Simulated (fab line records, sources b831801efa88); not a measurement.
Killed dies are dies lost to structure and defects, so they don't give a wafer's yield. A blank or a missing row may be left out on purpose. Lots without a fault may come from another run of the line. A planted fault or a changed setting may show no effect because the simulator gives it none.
Split-lot experiment | flow sky130 | 5 lots, 23 wafers read, on a route of 708 steps

THE SPLIT
At SKY_PAD_OPEN_COAT_02 (resist thk 3000 nm), the setting spin_rpm was moved away from the recipe's 2000 rpm on 6 of the 23 wafers read, by -2.1% to +4.8%. The other wafers ran this setting at the recipe's value.

The reading is taken at the split's own step.

THE READING
coat_of_PAD_OPEN_COAT_02.thk_nm (the simulator's own value, which no gauge read), in nm, at SKY_PAD_OPEN_COAT_02 (resist thk 3000 nm). The file gives no usual value for it. The 17 wafers here that ran the recipe average 3001 nm, standard deviation 8 nm.

wafer  | tool, chamber at the split | spin_rpm as run, rpm | against the recipe | coat_of_PAD_OPEN_COAT_02.thk_nm, nm | against lot-mates on the recipe
L074.1 | litho_track-04, 0          | 2000                 | recipe             | 2996                                | -
L074.3 | litho_track-04, 0          | 2000                 | recipe             | 2996                                | -
L074.2 | litho_track-04, 0          | 1957                 | -2.1%              | 3027                                | +30
L074.4 | litho_track-04, 0          | 1957                 | -2.1%              | 3027                                | +30
L074.6 | litho_track-04, 0          | 2000                 | recipe             | 2998                                | -
L077.1 | litho_track-01, 0          | 2000                 | recipe             | 2996                                | -
L077.4 | litho_track-01, 0          | 2000                 | recipe             | 2996                                | -
L077.2 | litho_track-01, 0          | 2097                 | +4.8%              | 2925                                | -70
L077.5 | litho_track-01, 0          | 2097                 | +4.8%              | 2931                                | -64
L077.6 | litho_track-01, 0          | 2000                 | recipe             | 2992                                | -
L081.1 | litho_track-04, 0          | 2000                 | recipe             | 2996                                | -
L081.2 | litho_track-04, 0          | 2000                 | recipe             | 2990                                | -
L081.3 | litho_track-04, 0          | 2000                 | recipe             | 2993                                | -
L081.4 | litho_track-04, 0          | 2067                 | +3.4%              | 2944                                | -49
L081.5 | litho_track-04, 0          | 2067                 | +3.4%              | 2938                                | -55
L084.2 | litho_track-02, 0          | 2000                 | recipe             | 3003                                | -
L084.3 | litho_track-02, 0          | 2000                 | recipe             | 3014                                | -
L084.4 | litho_track-02, 0          | 2000                 | recipe             | 2999                                | -
L084.5 | litho_track-02, 0          | 2000                 | recipe             | 3015                                | -
L084.6 | litho_track-02, 0          | 2000                 | recipe             | 3004                                | -
L085.1 | litho_track-02, 0          | 2000                 | recipe             | 3004                                | -
L085.3 | litho_track-02, 0          | 2000                 | recipe             | 3013                                | -
L085.6 | litho_track-02, 0          | 2000                 | recipe             | 3013                                | -

THE FIT
A straight line over all 23 wafers: coat_of_PAD_OPEN_COAT_02.thk_nm changes by -15.3 nm for each +1% of spin_rpm; r = -0.96; the points scatter about the line by 8 nm.
The same after taking each lot's own level away (the mean of its wafers on the recipe; 23 wafers): -14.3 nm for each +1%; r = -0.99; scatter 4.2 nm.
On that fit, the largest move of spin_rpm shifts the reading by 69 nm.
The lots' own levels span 2993.0 to 3010.0 nm, that is 2.1 times the standard deviation above.
So the lot-to-lot level changes the slope little: the two slopes agree.
Check: with one of the wafers moved furthest among these (+4.8%) left out of the fit, the line predicts -69.2 nm for it against its lot-mates. It came out at -69.7 nm against them.

OTHER SPLITS ON THESE WAFERS
These wafers also went through other splits before the reading. Each is held against what the fit with the lots' levels taken away leaves over:
other split on the same wafers | wafers away from the commonest value | r with coat_of_PAD_OPEN_COAT_02.thk_nm (lot level and that fit taken away)
SKY_VIA4_CVD_18 temp_c         | 8                                    | -0.03
SKY_METAL5_SPUTTER_03 time_s   | 10                                   | -0.34
SKY_PASSIVATION_ETCH_11 time_s | 11                                   | -0.11

THE FILE'S OWN FIT
coat_of_PAD_OPEN_COAT_02.thk_nm changes by -14.2 nm for each +1% of spin_rpm, r = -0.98.
